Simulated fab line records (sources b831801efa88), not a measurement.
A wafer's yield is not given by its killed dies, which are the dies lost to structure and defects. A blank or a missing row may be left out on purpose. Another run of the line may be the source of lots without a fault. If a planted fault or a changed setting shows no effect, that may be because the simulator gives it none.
Struck lot and sound lot, side by side ; flow gf180mcu ; 14 steps out of a route of 602
Sound: the wafers L799.4, L799.5, L799.6. Struck: wafers L815.1, L815.2, L815.5. The cause is given at the end.
Per side, at each step with rows, come the tool, then ch with its chambers, and then its first start. Under that, the readings that differ: sound wafers ; struck wafers ; difference of the means ; sigmas: that difference in standard deviations of wafers without a fault.
alike: readings with means less than 2 such deviations apart, plus words and numbers identical on both sides. not compared: withheld readings, readings lacking a value on some wafer, bounds such as >300 that could conceal the same value, and numbers that have no deviation in the record and whose values overlap.
The two part at a step that has a row with sigmas, a row that says differs or no value, or rows on one side only. Non-overlapping numbers with no deviation appear without sigmas and do not part them. A reading that every wafer of one side lacks parts them only if that side has two wafers or more.

first, 4 steps without rows for these wafers: GF_V4_SOFTBAKE_10 (time 60 s); GF_V4_EXPOSE_11 (exposes mask Via4, target cd 260 nm); GF_V4_PEB_12 (peb time 90 s); GF_V4_DEVELOP_13 (develop time 60 s).
GF_V4_CD_MEAS_14 targets a cd of 260 nm.
  sound: cdSem-01 at day 25 04:27; struck: cdSem-01 at day 30 11:52
  alike: cdNm
GF_V4_OVL_MEAS_15:
  sound: overlay-01 at day 25 04:31; struck: overlay-01 at day 30 11:59
  alike: V4_OVL
GF_V4_ETCH_16: etches BARC in N2/H2.
  sound on rieDiel-03 ch 2,3, day 25 04:32; struck on rieDiel-03 ch 0,1,3, day 30 12:01
  alike: drypumpMotorCurrentA, oesProductAu, throttleValvePct
GF_V4_ETCH_17: etches SiO2 in C4F8/O2/Ar, stops on TiN, target depth 630 nm.
  sound on rieDiel-03 ch 2,3; struck on rieDiel-03 ch 0,1,3
  alike: oesProductAu
GF_V4_STRIP_18: strips in O2/N2.
  sound on plasmaAsher-01 ch 0,1, day 25 04:43; struck on plasmaAsher-04 ch 0,1, day 30 12:09
  alike: drypumpMotorCurrentA, heaterPowerW, oesProductAu
  not compared: rfHoursCounterH
then, 2 steps without rows for these wafers: GF_V4_STRIP_19 (strips in post etch residue remover, time 1200 s); GF_V4_CLEAN_20 (cleans in DIW).
GF_V4_SPUTTER_21: material Ti, target thk 15 nm, time 80.02 s.
  sound: pvdSputter-02 at day 25 05:14; struck: pvdSputter-02 at day 30 12:41
  alike: cathodeDcPowerW, chamberPressurePa, throttleValvePct
GF_V4_SPUTTER_22: material TiN, target thk 10 nm, time 40 s.
  sound: pvdSputter-02 at day 25 05:18; struck: pvdSputter-02 at day 30 12:45
  no value came back on the struck wafers for cathodeDcPowerW (W), chamberPressurePa (Pa), throttleValvePct (%); on the sound wafers cathodeDcPowerW (W) reads 3999.3 3999.5 4000.5
GF_V4_CVD_23: deposits W, target thk 350 nm, time 104.9 s.
  sound on cvdW-01 ch 0,1, day 25 05:22; struck on cvdW-01 ch 0,1, day 30 12:47
  alike: chamberPressureTorr, heaterPowerW

WHERE THEY PART
Within this record, at GF_V4_SPUTTER_22 only. Later steps at which nothing parts them and some readings are alike: GF_V4_CVD_23.

WHY: what the simulator had put in
At GF_V4_SPUTTER_22, the step was skipped entirely on pvdSputter-02 from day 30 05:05 on. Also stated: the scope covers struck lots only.
